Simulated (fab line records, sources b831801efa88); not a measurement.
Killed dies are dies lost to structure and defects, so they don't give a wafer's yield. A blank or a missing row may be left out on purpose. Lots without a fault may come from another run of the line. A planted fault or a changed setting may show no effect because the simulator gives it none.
fab line records | flow sfq_line
record lots=6 wafers=17 last_day=94
route steps=325 shown M4@152 I4@163
lots that met no fault: from a run of the same line without faults
start_h: hours from the record's first day to the start of the lot's first wafer shown | wait_h: hours since the lot's step before | " the same as in the row above | L1.1+2: a row that stands for several wafers | - no value, or no start given | * or withheld: withheld | < > ~ a bound
route shown NAME@n: a module of which the file shows steps, and the number in the route of the first | usual: mean/standard deviation of fault-free wafers | same: alike in all rows | chamber/n: place in a boat | sites: the reading at each site | _std_site: their standard deviation | _edge_site: outer sites' mean less inner sites' | radius_mm: how far each site lies from the wafer's centre | mask NAME#n: copy n | behind: the tool/chamber that last shaped the wafer | hold: why the lot was held/for how many hours/how that ended | device: the transistor (n, p or np) that didn't switch | end of line: the same wafers' tests at the end of the route | a step without rows: its recipe alone | killed: dies lost to structure and defects at the first sort, not the wafer's yield | map: a wafer's dies, x killed, . not, _ none there
set.NAME: the setting as run; set.NAME@STEP: as run at that earlier step | model.NAME: the simulator's own value behind a step, which no gauge read
lots at some steps of the route; a table a step, a row a wafer
services: from which hour (start_h, from the record's first day; less than 0 if before it) a tool's chamber was out of use, for how many hours, and why
## steps
# step SFQ_TRILAYER_M4_LITHO_COAT_098
# recipe resist=BARC spin_rpm=3000 resist_thk_nm=62
# step SFQ_TRILAYER_M4_LITHO_COAT_093
# recipe resist=KrF spin_rpm=3000 resist_thk_nm=600
# step SFQ_TRILAYER_M4_LITHO_SOFTBAKE_097
# recipe temp_c=withheld time_s=withheld resist=KrF
# step SFQ_TRILAYER_M4_LITHO_EXPOSE_094
# recipe mask_id=M4 na=0.6 source_shape=conventional sigma_outer=0.65 target_cd_nm=500 dose_mj=14.4
# step SFQ_TRILAYER_M4_LITHO_PEB_096
# recipe peb_temp_c=115 peb_time_s=60 resist=KrF
# step SFQ_TRILAYER_M4_LITHO_DEVELOP_095
# recipe time_s=60 resist=KrF
# step SFQ_M4_OVL_MEAS_926
# usual M4_OVL=0/6
# columns lot.wafer tool chamber start_h wait_h M4_OVL[nm]
L375.2 overlay-01 - 1286.05 0.1 0
L375.3 " - " " -2
L375.5 " - " " 3
L379.1 overlay-01 - 1342.70 0.1 -6
L379.2 " - " " 2
L379.3 " - " " -7
L383.1 overlay-01 - 1404.89 0.1 0
L383.4 " - " " 3
L383.5 " - " " 6
L386.2 overlay-02 - 1416.90 0.1 10
L386.3 " - " " 14
L386.6 " - " " 8
L389.2 overlay-01 - 1437.42 0.1 6
L389.5 " - " " 0
L393.2 overlay-02 - 1457.82 0.1 6
L393.5 " - " " 3
L393.6 " - " " 2
# step SFQ_TRILAYER_M4_BARC_OPEN_METAL_ETCH_123
# recipe mask_material=PR chemistry=O2 target_depth_nm=125 target=BARC icp_w=600 bias_w=80 pressure_mtorr=10 time_s=41.7
# usual drypump_motor_current_A=5.5/0.39 oes_product_au=0.685/0.0045
# columns lot.wafer tool chamber start_h wait_h drypump_motor_current_A oes_product_au rf_hours_counter_h
L375.2 rie_metal-03 0 1286.10 0.0 5.5 0.681 -
L375.3 " 0 " " 5.5 0.683 -
L375.5 " 0 " " 5.5 0.689 -
L379.1 rie_metal-02 0 1342.73 0.0 5.3 0.671 38
L379.2 " 0 " " 5.3 0.682 -
L379.3 " 0 " " 5.3 0.678 -
L383.1 rie_metal-03 0 1404.93 0.0 5.5 0.686 41
L383.4 " 0 " " 5.5 0.685 -
L383.5 " 0 " " 5.5 0.686 -
L386.2 rie_metal-04 0 1416.93 0.0 5.2 0.688 6
L386.3 " 0 " " 5.3 0.687 -
L386.6 " 1 " " 5.1 0.688 -
L389.2 rie_metal-03 0 1437.45 0.0 5.5 0.687 45
L389.5 " 0 " " 5.5 0.687 -
L393.2 rie_metal-02 1 1457.85 0.0 6.4 0.677 15
L393.5 " 0 " " 5.3 0.683 -
L393.6 " 1 " " 6.4 0.685 -
# step SFQ_TRILAYER_M4_ETCH_METAL_ETCH_096
# recipe target=Nb stop_on=SiO2 mask_material=PR chemistry=Cl2/Ar target_depth_nm=240 icp_w=600 bias_w=80 pressure_mtorr=10 time_s=120
# usual drypump_motor_current_A=5.5/0.4 oes_product_au=0.897/0.008
# columns lot.wafer tool chamber start_h wait_h drypump_motor_current_A oes_product_au rf_hours_counter_h
L375.2 rie_metal-03 0 1286.24 0.1 5.5 0.906 -
L375.3 " 0 " " 5.5 0.904 -
L375.5 " 0 " " 5.5 0.905 -
L379.1 rie_metal-02 0 1342.85 0.1 5.3 0.909 38
L379.2 " 0 " " 5.3 0.900 -
L379.3 " 0 " " 5.3 0.903 -
L383.1 rie_metal-03 0 1404.99 0.0 5.5 0.888 41
L383.4 " 0 " " 5.5 0.900 -
L383.5 " 0 " " 5.5 0.901 -
L386.2 rie_metal-04 0 1416.99 0.0 5.2 0.897 6
L386.3 " 0 " " 5.3 0.896 -
L386.6 " 1 " " 5.2 0.901 -
L389.2 rie_metal-03 0 1437.51 0.0 5.5 0.888 45
L389.5 " 0 " " 5.5 0.896 -
L393.2 rie_metal-02 1 1457.91 0.0 6.5 0.894 15
L393.5 " 0 " " 5.3 0.883 -
L393.6 " 1 " " 6.4 0.897 -
# step SFQ_TRILAYER_M4_STRIP_STRIP_097
# recipe gas=O2 power_w=200 platen_temp_c=40 overash_fraction=0.65 chemistry=O2 pressure_mtorr=50
# usual drypump_motor_current_A=5.5/0.39 oes_product_au=1.000/0.0068
# columns lot.wafer tool chamber start_h wait_h drypump_motor_current_A oes_product_au rf_hours_counter_h
L375.2 rie_metal-03 0 1286.65 0.4 5.5 1.004 -
L375.3 " 0 " " 5.5 1.008 -
L375.5 " 0 " " 5.5 1.001 -
L379.1 rie_metal-02 0 1343.10 0.2 5.3 1.001 38
L379.2 " 0 " " 5.3 1.005 -
L379.3 " 0 " " 5.3 0.995 -
L383.1 rie_metal-03 0 1405.11 0.1 5.5 0.988 41
L383.4 " 0 " " 5.5 0.995 -
L383.5 " 0 " " 5.5 0.987 -
L386.2 rie_metal-04 0 1417.11 0.1 5.3 0.998 6
L386.3 " 0 " " 5.3 0.992 -
L386.6 " 1 " " 5.2 0.999 -
L389.2 rie_metal-03 0 1437.64 0.1 5.5 1.009 45
L389.5 " 0 " " 5.5 1.014 -
L393.2 rie_metal-02 1 1458.04 0.1 6.5 0.997 15
L393.5 " 0 " " 5.3 1.001 -
L393.6 " 1 " " 6.4 0.995 -
# step SFQ_TRILAYER_M4_STRIP_SOLV_CLEAN_098
# recipe chemistry=NMP temp_c=70 time_s=600
# step SFQ_TRILAYER_I4_DEP_PECVD_099
# recipe material=SiO2 temp_c=150 time_s=111.11 pressure_torr=2.4 rf_w=183.3 precursor=SiH4/N2O target_thk_nm=500
# usual heater_power_w=93/12 throttle_valve_pct=25.1/1.7
# columns lot.wafer tool chamber start_h wait_h heater_power_w throttle_valve_pct
L375.2 pecvd-01 0 1287.83 0.0 83 25.2
L375.3 " 2 " " 106 26.2
L375.5 " 2 " " 108 26.0
L379.1 pecvd-01 1 1344.48 0.0 86 28.4
L379.2 " 2 " " 109 25.8
L379.3 " 0 " " 85 25.4
L383.1 pecvd-03 1 1405.90 0.0 81 23.0
L383.4 " 1 " " 83 23.0
L383.5 " 2 " " 70 22.4
L386.2 pecvd-04 0 1417.89 0.0 98 24.2
L386.3 " 1 " " 88 25.2
L386.6 " 1 " " 73 25.2
L389.2 pecvd-04 1 1438.59 0.0 83 25.1
L389.5 " 2 " " 105 22.9
L393.2 pecvd-01 2 1458.83 0.0 95 25.9
L393.5 " 2 " " 100 25.8
L393.6 " 0 " " 71 25.5
# step SFQ_TRILAYER_I4_CMP_CMP_100
# recipe material=SiO2 down_force_psi=3 platen_rpm=60 pad_velocity_m_s=0.94248
# usual motor_current_A=10.2/0.98 time_to_endpoint_s=218/8.9
# columns lot.wafer tool chamber start_h wait_h motor_current_A time_to_endpoint_s
L375.3 cmp-01 3 1287.90 0.0 9.9 208
L375.2 " 1 1288.90 1.0 10.5 207
L375.5 " 0 1290.40 2.5 11.2 215
L379.3 cmp-02 0 1344.55 0.0 7.9 204
L379.2 " 1 " " 10.6 217
L379.1 " 3 1346.05 1.5 10.4 216
L383.4 cmp-02 1 1411.19 5.2 10.8 239
L383.1 " 2 " " 11.4 117
L383.5 " 1 1413.19 7.2 10.6 246
L386.3 cmp-01 1 1426.87 8.9 10.5 212
L386.2 " 2 " " 9.8 206
L386.6 " 1 1428.87 10.9 10.3 217
L389.2 cmp-02 2 1444.94 6.3 11.7 115
L389.5 " 2 1446.94 8.3 11.1 214
L393.2 cmp-01 1 1475.25 16.4 9.8 215
L393.6 " 1 1477.25 18.3 9.9 209
L393.5 " 2 " " 9.7 213
# step SFQ_I4_BOW_MEAS_927
# recipe mode=bow
# usual I4_BOW=4/9.1
# columns lot.wafer tool chamber start_h wait_h I4_BOW[um]
L375.2 film_metro-02 - 1290.92 1.5 -6
L375.3 " - " " 12
L375.5 " - " " -6
L379.1 film_metro-04 - 1347.55 1.0 -5
L379.2 " - " " 5
L379.3 " - " " 2
L383.1 film_metro-01 - 1413.69 1.5 21
L383.4 " - " " 18
L383.5 " - " " 8
L386.2 film_metro-01 - 1429.39 1.5 0
L386.3 " - " " 5
L386.6 " - " " 0
L389.2 film_metro-02 - 1447.46 2.0 4
L389.5 " - " " -13
L393.2 film_metro-02 - 1478.27 2.5 -2
L393.5 " - " " -4
L393.6 " - " " -6
## services
# columns tool chamber start_h hours kind
cmp-02 - 1266.07 1.0 repair
rie_metal-04 1 1273.82 12.4 repair
cmp-02 - 1273.83 3.1 pm
pecvd-03 - 1274.79 1.3 repair
cmp-02 - 1279.11 1.5 repair
cmp-01 - 1279.17 5.8 repair
pecvd-04 - 1315.20 0.9 repair
cmp-01 - 1315.50 5.2 pm
rie_metal-03 - 1315.79 14.6 pm
pecvd-03 - 1316.75 14.0 pm
cmp-02 - 1333.88 5.1 repair
cmp-01 - 1334.78 0.5 repair
rie_metal-04 - 1352.07 0.2 repair
rie_metal-04 - 1355.76 2.5 repair
rie_metal-02 - 1361.96 1.5 repair
pecvd-04 - 1369.67 1.0 repair
rie_metal-03 - 1370.85 2.1 repair
cmp-02 - 1373.37 2.0 repair
pecvd-04 - 1381.06 6.0 pm
cmp-02 - 1387.56 2.1 repair
cmp-01 - 1404.50 0.5 repair
cmp-02 - 1434.44 4.0 pm
cmp-01 - 1447.37 18.9 pm
rie_metal-02 - 1453.42 0.2 repair
## key
first_sign step=SFQ_TRILAYER_I4_CMP_CMP_100 reading=time_to_endpoint_s direction=down sigmas=11 usual=* struck=*
effect none on later readings
met_at SFQ_TRILAYER_I4_CMP_CMP_100
struck_wafers L383.1,L389.2
onset_between 1344.55 1411.19
fault kind=process_parameter_drift tool=cmp-02 chamber=- onset_h=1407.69 steps=SFQ_TRILAYER_I4_CMP_CMP_100 channel=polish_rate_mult offset=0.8 shape=step end_h=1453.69 scope=struck_wafers_only
